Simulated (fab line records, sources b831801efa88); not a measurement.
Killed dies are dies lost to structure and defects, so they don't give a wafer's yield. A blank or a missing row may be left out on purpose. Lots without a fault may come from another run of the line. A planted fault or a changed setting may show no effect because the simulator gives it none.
fab line records | flow sky130
record lots=6 wafers=18 last_day=49
route steps=708 shown POLY_GATE@220 PAD_OPEN@708
lots that met no fault: from a run of the same line without faults
start_h: hours from the record's first day to the start of the lot's first wafer shown | wait_h: hours since the lot's step before | " the same as in the row above | L1.1+2: a row that stands for several wafers | - no value, or no start given | * or withheld: withheld | < > ~ a bound
route shown NAME@n: a module of which the file shows steps, and the number in the route of the first | usual: mean/standard deviation of fault-free wafers | same: alike in all rows | chamber/n: place in a boat | sites: the reading at each site | _std_site: their standard deviation | _edge_site: outer sites' mean less inner sites' | radius_mm: how far each site lies from the wafer's centre | mask NAME#n: copy n | behind: the tool/chamber that last shaped the wafer | hold: why the lot was held/for how many hours/how that ended | device: the transistor (n, p or np) that didn't switch | end of line: the same wafers' tests at the end of the route | a step without rows: its recipe alone | killed: dies lost to structure and defects at the first sort, not the wafer's yield | map: a wafer's dies, x killed, . not, _ none there
set.NAME: the setting as run; set.NAME@STEP: as run at that earlier step | model.NAME: the simulator's own value behind a step, which no gauge read
lots at some steps of the route; a table a step, a row a wafer
services: from which hour (start_h, from the record's first day; less than 0 if before it) a tool's chamber was out of use, for how many hours, and why
## steps
# step SKY_POLY_GATE_HMDS_06
# recipe prime_time_s=60 prime_temp_c=120
# step SKY_POLY_GATE_COAT_07
# recipe resist=BARC temp_c=withheld time_s=withheld spin_rpm=3000 resist_thk_nm=110
# step SKY_POLY_GATE_COAT_08
# recipe resist=KrF-thick spin_rpm=3000 resist_thk_nm=450
# step SKY_POLY_GATE_SOFTBAKE_09
# recipe temp_c=100 time_s=90 resist=KrF-thick
# step SKY_POLY_GATE_EXPOSE_10
# recipe mask_id=P1M na=0.68 source_shape=conventional sigma_outer=0.6 target_cd_nm=150 dose_mj=28
# step SKY_POLY_GATE_PEB_11
# recipe peb_temp_c=withheld peb_time_s=withheld resist=KrF-thick
# step SKY_POLY_GATE_DEVELOP_12
# recipe develop_time_s=60 resist=KrF-thick dev_temp_c=21
# step SKY_POLY_GATE_CD_MEAS_13
# recipe target_cd_nm=150
# usual cd_nm=149.8/1.5
# columns lot.wafer tool chamber start_h wait_h cd_nm
L758.3 cd_sem-01 - 378.18 - 150.4
L758.5 " - " " 149.5
L758.6 " - " " 150.0
L762.2 cd_sem-01 - 410.01 - 148.4
L762.4 " - " " 148.5
L762.5 " - " " 148.4
L764.2 cd_sem-02 - 431.56 - 150.7
L764.3 " - " " 148.4
L764.4 " - " " 149.3
L765.2 cd_sem-02 - 448.65 - 151.0
L765.3 " - " " 151.5
L765.5 " - " " 151.3
L772.4 cd_sem-02 - 507.15 - 150.5
L772.5 " - " " 148.8
L772.6 " - " " 149.5
L777.2 cd_sem-01 - 543.20 - 150.4
L777.5 " - " " 151.2
L777.6 " - " " 150.8
# step SKY_POLY_GATE_OVL_MEAS_14
# usual POLY_GATE_OVL=1/4.9
# columns lot.wafer tool chamber start_h wait_h POLY_GATE_OVL[nm]
L758.3 overlay-01 - 378.27 0.1 2
L758.5 " - " " -1
L758.6 " - " " -1
L762.2 overlay-01 - 410.12 0.1 8
L762.4 " - " " 9
L762.5 " - " " 8
L764.2 overlay-02 - 431.67 0.1 8
L764.3 " - " " -5
L764.4 " - " " 3
L765.2 overlay-01 - 448.76 0.1 4
L765.3 " - " " -5
L765.5 " - " " 2
L772.4 overlay-01 - 507.23 0.1 6
L772.5 " - " " 1
L772.6 " - " " 1
L777.2 overlay-02 - 543.31 0.1 0
L777.5 " - " " 0
L777.6 " - " " 4
# step SKY_POLY_GATE_ETCH_15
# recipe chemistry=N2/H2 target=BARC ion_energy_ev=200 source_w=500 bias_w=100 pressure_mtorr=30 n2_flow_sccm=100 h2_flow_sccm=200 stop_on=SiO2 time_s=118.5 target_depth_a=1100
# usual drypump_motor_current_A=5.7/0.33 oes_product_au=0.716/0.0048 rf_fwd_power_W=497.5/1.7 throttle_valve_pct=13.211/0.0087
# columns lot.wafer tool chamber start_h wait_h drypump_motor_current_A oes_product_au rf_fwd_power_W rf_hours_counter_h throttle_valve_pct
L758.3 rie_diel-02 3 378.30 0.0 5.5 0.717 497.8 40 13.213
L758.5 " 2 " " 5.3 0.722 500.0 - 13.224
L758.6 " 1 " " 5.7 0.717 495.9 - 13.202
L762.2 rie_diel-02 0 410.15 0.0 5.4 0.716 497.3 8 13.207
L762.4 " 2 " " 5.3 0.722 496.7 62 13.216
L762.5 " 2 " " 5.3 0.719 497.0 - 13.213
L764.2 rie_diel-03 3 431.70 0.0 6.0 0.717 495.2 3 13.218
L764.3 " 0 " " 6.1 0.712 495.4 2 13.210
L764.4 " 2 " " 5.2 0.725 497.0 83 13.209
L765.2 rie_diel-03 1 448.79 0.0 5.8 0.717 498.4 5 13.207
L765.3 " 2 " " 5.2 0.709 501.0 84 13.220
L765.5 " 0 " " 6.1 0.710 495.4 - 13.211
L772.4 rie_diel-03 0 507.29 0.1 6.1 0.723 500.0 - 13.196
L772.5 " 1 " " 5.8 0.721 494.5 - 13.214
L772.6 " 3 " " 6.0 0.712 499.2 - 13.218
L777.2 rie_diel-02 2 543.34 0.0 5.3 0.717 498.4 65 13.199
L777.5 " 2 " " 5.4 0.717 496.9 - 13.211
L777.6 " 1 " " 5.7 0.718 495.2 - 13.207
# step SKY_POLY_GATE_ETCH_16
# recipe stop_on=poly-Si chemistry=CH3F/O2 target=Si3N4 source_w=400 bias_w=80 pressure_mtorr=25 ch3f_flow_sccm=40 O2_flow_sccm=30 time_s=147.5 target_depth_a=750
# usual O2_flow_sccm=30.00/0.093 drypump_motor_current_A=5.7/0.33 oes_product_au=0.639/0.006 rf_fwd_power_W=398.5/1.2 throttle_valve_pct=10.535/0.009
# columns lot.wafer tool chamber start_h wait_h O2_flow_sccm drypump_motor_current_A oes_product_au rf_fwd_power_W rf_hours_counter_h throttle_valve_pct
L758.3 rie_diel-02 3 378.38 0.0 29.91 5.5 0.640 398.5 40 10.537
L758.5 " 2 " " 29.96 5.3 0.634 398.7 - 10.524
L758.6 " 1 " " 30.03 5.7 0.630 399.4 - 10.523
L762.2 rie_diel-02 0 410.23 0.0 30.01 5.4 0.639 397.4 8 10.537
L762.4 " 2 " " 29.97 5.3 0.637 396.9 62 10.543
L762.5 " 2 " " 29.94 5.3 0.640 399.2 - 10.542
L764.2 rie_diel-03 3 431.78 0.0 30.10 6.0 0.651 400.1 3 10.534
L764.3 " 0 " " 30.08 6.1 0.651 398.9 2 10.539
L764.4 " 2 " " 30.14 5.1 0.639 397.8 83 10.537
L765.2 rie_diel-03 1 448.87 0.0 29.98 5.8 0.634 400.4 5 10.546
L765.3 " 2 " " 30.06 5.2 0.633 398.4 84 10.539
L765.5 " 0 " " 30.07 6.0 0.648 400.1 - 10.545
L772.4 rie_diel-03 0 507.38 0.0 30.09 6.1 0.641 400.4 - 10.525
L772.5 " 1 " " 30.08 5.8 0.636 399.2 - 10.528
L772.6 " 3 " " 30.18 6.0 0.635 397.7 - 10.522
L777.2 rie_diel-02 2 543.42 0.0 30.01 5.3 0.643 400.3 65 10.540
L777.5 " 2 " " 30.11 5.3 0.634 400.4 - 10.538
L777.6 " 1 " " 29.98 5.7 0.637 397.6 - 10.540
# step SKY_POLY_GATE_ETCH_17
# recipe target_depth_nm=180 stop_on=SiO2 over_etch_frac=0.56667 chemistry=HBr/Cl2 target=poly-Si icp_w=400 bias_w=100 pressure_mtorr=10 HBr_flow_sccm=150 Cl2_flow_sccm=50 time_s=70.5
# usual drypump_motor_current_A=5.7/0.47 he_backside_leak_sccm=2.67/0.21 oes_product_au=0.989/0.0081 rf_fwd_power_W=397.2/1.2 throttle_valve_pct=33.684/0.0093
# same over_etch_frac=0.56667
# columns lot.wafer tool chamber start_h wait_h drypump_motor_current_A he_backside_leak_sccm oes_product_au rf_fwd_power_W rf_hours_counter_h throttle_valve_pct
L758.3 rie_si-01 2 378.48 0.0 5.6 2.76 0.990 398.1 5 33.690
L758.5 " 2 " " 5.6 2.76 0.988 399.9 - 33.692
L758.6 " 3 " " 5.6 2.82 0.983 397.2 - 33.674
L762.2 rie_si-01 1 410.33 0.0 6.5 2.76 0.997 397.5 1 33.685
L762.4 " 0 " " 4.9 2.80 0.996 398.2 7 33.676
L762.5 " 2 " " 5.6 2.59 0.995 398.5 - 33.696
L764.2 rie_si-01 3 431.88 0.0 5.7 3.00 0.988 397.8 63 33.678
L764.3 " 0 " " 4.9 2.91 0.993 397.8 7 33.686
L764.4 " 2 " " 5.7 2.73 0.998 396.5 5 33.681
L765.2 rie_si-01 1 448.97 0.0 6.5 2.79 0.981 397.0 1 33.671
L765.3 " 2 " " 5.7 2.63 0.991 398.8 6 33.691
L765.5 " 1 " " 6.5 2.76 0.976 396.5 - 33.669
L772.4 rie_si-02 0 507.46 0.0 5.8 2.28 1.000 399.6 - 33.682
L772.5 " 1 " " 6.0 2.36 0.985 395.8 - 33.672
L772.6 " 2 " " 5.3 2.56 1.001 397.4 - 33.672
L777.2 rie_si-02 2 543.52 0.0 5.3 2.49 0.995 397.5 6 33.678
L777.5 " 0 " " 5.8 2.30 0.987 396.5 - 33.691
L777.6 " 3 " " 5.6 2.41 0.994 397.2 - 33.670
# step SKY_POLY_GATE_STRIP_18
# recipe chemistry=O2/N2 power_w=1400 pressure_mtorr=1500 platen_temp_c=withheld o2_flow_sccm=3000 n2_flow_sccm=300 overash_fraction=0.5
# usual drypump_motor_current_A=5.6/0.61 n2_flow_sccm=300.0/0.87 oes_product_au=0.360/0.0048 strip_time_to_endpoint_s=3.15/0.044
# columns lot.wafer tool chamber start_h wait_h drypump_motor_current_A n2_flow_sccm oes_product_au rf_hours_counter_h strip_time_to_endpoint_s
L758.3 plasma_asher-02 1 378.57 0.1 6.1 299.4 0.361 - 3.11
L758.5 " 0 " " 6.6 300.8 0.360 - 3.18
L758.6 " 1 " " 6.1 298.3 0.354 - 3.12
L762.2 plasma_asher-04 0 410.38 0.0 4.7 239.5 0.358 59 3.20
L762.4 " 0 " " 4.7 239.8 0.362 - 3.18
L762.5 " 1 " " 5.4 239.7 0.361 - 3.16
L764.2 plasma_asher-02 0 431.94 0.0 6.6 301.4 0.364 0 3.17
L764.3 " 0 " " 6.6 299.8 0.358 - 3.10
L764.4 " 1 " " 6.1 299.1 0.359 - 3.15
L765.2 plasma_asher-04 1 449.03 0.0 5.4 241.1 0.366 63 3.21
L765.3 " 1 " " 5.4 241.1 0.353 - 3.14
L765.5 " 0 " " 4.7 240.4 0.360 - 3.14
L772.4 plasma_asher-03 0 507.52 0.0 5.6 300.8 0.360 - 3.15
L772.5 " 0 " " 5.6 301.4 0.364 - 3.27
L772.6 " 1 " " 5.5 300.8 0.354 - 3.15
L777.2 plasma_asher-04 1 543.58 0.0 5.4 301.7 0.366 73 3.15
L777.5 " 1 " " 5.4 299.3 0.350 - 3.16
L777.6 " 0 " " 4.7 300.1 0.362 - 3.11
# step SKY_POLY_GATE_CLEAN_19
# recipe chemistry=SC1/SC2 mix=1:4:20 temp_c=70 time_s=150 dry=n2_spin
# step SKY_PAD_OPEN_PROBE_99
# usual killed_at_M0_to_M3=42/7.6 killed_at_M4_up=2.9/1.7 killed_at_contacts=24/5.1 killed_at_front_end=15/4 killed_at_other=0.2/0.38 killed_dies=84/9.9 killed_open=46/7.2 killed_short=38/6.6
# same gross_dies=492 killed_at_back_side=0
# columns lot.wafer tool chamber start_h wait_h killed_at_M0_to_M3 killed_at_M4_up killed_at_contacts killed_at_front_end killed_at_other killed_dies killed_open killed_short
L758.3 prober-01 - 1084.90 0.2 37 1 25 23 0 86 48 38
L758.5 prober-01 - 1085.00 0.2 46 5 33 22 0 106 53 53
L758.6 prober-01 - 1085.05 0.2 26 1 21 18 1 67 42 25
L762.2 prober-01 - 1106.84 0.1 40 3 20 17 0 80 34 46
L762.4 prober-01 - 1106.94 0.2 40 3 27 17 0 87 57 30
L762.5 prober-01 - 1106.99 0.2 62 4 18 10 0 94 46 48
L764.2 prober-01 - 1120.35 0.1 39 5 18 8 1 71 36 35
L764.3 prober-01 - 1120.40 0.2 31 1 19 13 0 64 31 33
L764.4 prober-01 - 1120.45 0.2 46 4 20 13 0 83 43 40
L772.4 prober-01 - 1165.55 0.2 41 3 14 12 0 70 41 29
L772.5 prober-01 - 1165.60 0.2 42 2 26 26 0 96 56 40
L772.6 prober-01 - 1165.65 0.2 44 1 20 15 0 80 41 39
# killed by level:class
L758.3 CONTACT:geometric_particle:open=9 METAL2:geometric_particle:short=9 FIELD_ISO:geometric_particle:open=7 VIA1:geometric_particle:short=6 POLY_GATE:geometric_particle:short=6 LI_CONTACT:geometric_particle:open=6 POLY_GATE:geometric_particle:open=5 LOCAL_INTERCONNECT:geometric_particle:short=5
L758.5 CONTACT:geometric_particle:open=12 VIA1:geometric_particle:open=10 LI_CONTACT:geometric_particle:open=9 METAL1:geometric_particle:short=7 METAL3:geometric_particle:short=7 VIA3:geometric_particle:open=6 FIELD_ISO:geometric_particle:open=5 VIA1:geometric_particle:short=5
L758.6 LI_CONTACT:geometric_particle:open=9 FIELD_ISO:geometric_particle:open=8 VIA1:geometric_particle:open=5 METAL2:geometric_particle:short=5 FIELD_ISO:geometric_particle:short=4 VIA2:geometric_particle:open=4 CONTACT:geometric_particle:open=4 VIA3:geometric_particle:open=4
L762.2 LI_CONTACT:geometric_particle:open=6 CONTACT:geometric_particle:open=6 METAL1:geometric_particle:short=6 VIA2:geometric_particle:short=6 VIA3:geometric_particle:open=6 METAL2:geometric_particle:short=5 VIA2:geometric_particle:open=5 POLY_GATE:geometric_particle:short=4
L762.4 CONTACT:geometric_particle:open=14 LI_CONTACT:geometric_particle:open=10 VIA1:geometric_particle:open=10 VIA2:geometric_particle:open=7 METAL2:geometric_particle:short=5 VIA3:geometric_particle:short=5 VIA3:geometric_particle:open=4 METAL1:geometric_particle:short=4
L762.5 VIA3:geometric_particle:open=11 VIA1:geometric_particle:open=10 METAL1:geometric_particle:short=7 VIA1:geometric_particle:short=7 CONTACT:geometric_particle:open=6 VIA2:geometric_particle:short=6 VIA3:geometric_particle:short=5 LI_CONTACT:geometric_particle:open=4
L764.2 VIA1:geometric_particle:open=11 METAL1:geometric_particle:short=7 LI_CONTACT:geometric_particle:open=5 LOCAL_INTERCONNECT:geometric_particle:short=4 CONTACT:geometric_particle:open=4 METAL3:geometric_particle:short=4 FIELD_ISO:geometric_particle:short=3 LOCAL_INTERCONNECT:geometric_particle:open=3
L764.3 LI_CONTACT:geometric_particle:open=7 CONTACT:geometric_particle:short=6 CONTACT:geometric_particle:open=5 VIA2:geometric_particle:short=5 METAL1:geometric_particle:short=4 VIA2:geometric_particle:open=4 VIA3:geometric_particle:open=4 FIELD_ISO:geometric_particle:short=3
L764.4 VIA1:geometric_particle:open=11 METAL1:geometric_particle:short=8 CONTACT:geometric_particle:open=6 VIA1:geometric_particle:short=6 LI_CONTACT:geometric_particle:open=5 METAL2:geometric_particle:short=5 FIELD_ISO:geometric_particle:open=4 CONTACT:geometric_particle:short=4
L772.4 VIA1:geometric_particle:open=12 VIA1:geometric_particle:short=6 LI_CONTACT:geometric_particle:open=5 VIA3:geometric_particle:open=4 CONTACT:geometric_particle:open=4 METAL1:geometric_particle:short=4 METAL2:geometric_particle:short=4 SONOS_ONO:geometric_particle:open=3
L772.5 FIELD_ISO:geometric_particle:open=9 VIA1:geometric_particle:open=9 CONTACT:geometric_particle:open=8 VIA2:geometric_particle:open=8 METAL1:geometric_particle:short=7 LI_CONTACT:geometric_particle:open=6 LOCAL_INTERCONNECT:geometric_particle:short=5 CONTACT:geometric_particle:short=5
L772.6 VIA1:geometric_particle:open=12 CONTACT:geometric_particle:open=10 METAL2:geometric_particle:short=9 POLY_GATE:geometric_particle:open=4 POLY_GATE:geometric_particle:short=4 VIA2:geometric_particle:open=4 LI_CONTACT:geometric_particle:open=4 VIA2:geometric_particle:short=4
## services
# columns tool chamber start_h hours kind
rie_diel-03 - 362.76 2.8 pm
rie_diel-03 0 369.77 12.2 repair
plasma_asher-04 - 385.03 4.6 repair
rie_si-01 1 407.76 2.4 repair
plasma_asher-02 - 421.25 9.0 pm
plasma_asher-02 0 421.25 9.0 vent_cycle
plasma_asher-02 1 421.25 9.0 vent_cycle
plasma_asher-02 0 430.25 - clean
plasma_asher-02 1 430.25 - clean
rie_si-02 - 434.94 0.3 repair
plasma_asher-02 - 450.82 4.3 repair
rie_si-02 1 452.69 24.2 repair
rie_si-01 3 467.17 - clean
rie_si-01 3 467.17 31.8 scheduled_down
rie_si-01 3 467.17 31.8 vent_cycle
rie_diel-02 - 485.71 2.8 pm
rie_diel-03 2 501.74 11.9 repair
rie_diel-02 2 509.10 4.4 repair
plasma_asher-02 - 514.31 11.1 repair
rie_si-01 1 517.95 1.0 repair
rie_diel-03 2 537.91 - clean
rie_diel-03 2 537.91 17.5 scheduled_down
rie_diel-03 2 537.91 17.5 vent_cycle
rie_si-01 - 542.66 28.1 pm
## key
first_sign step=SKY_POLY_GATE_STRIP_18 reading=n2_flow_sccm direction=down sigmas=69 usual=300.0 struck=240.3
effect none on later readings
met_at SKY_POLY_GATE_STRIP_18
struck_wafers L762.2,L762.4,L762.5,L765.2,L765.3,L765.5
tester_left_out L762,L765
fault kind=process_parameter_drift tool=plasma_asher-04 chamber=- onset_h=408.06 steps=SKY_POLY_GATE_STRIP_18 channel=n2_flow_sccm offset=-60 shape=step end_h=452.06 acts_in=these_recipes_only stated=300
# tester_left_out: of these lots the tester's yield and bins aren't shown, on N5 and GAA mostly nor the transistor test; their killed dies are dies lost to structure and defects alone, not to doping, threshold or leakage, so they don't give the yield
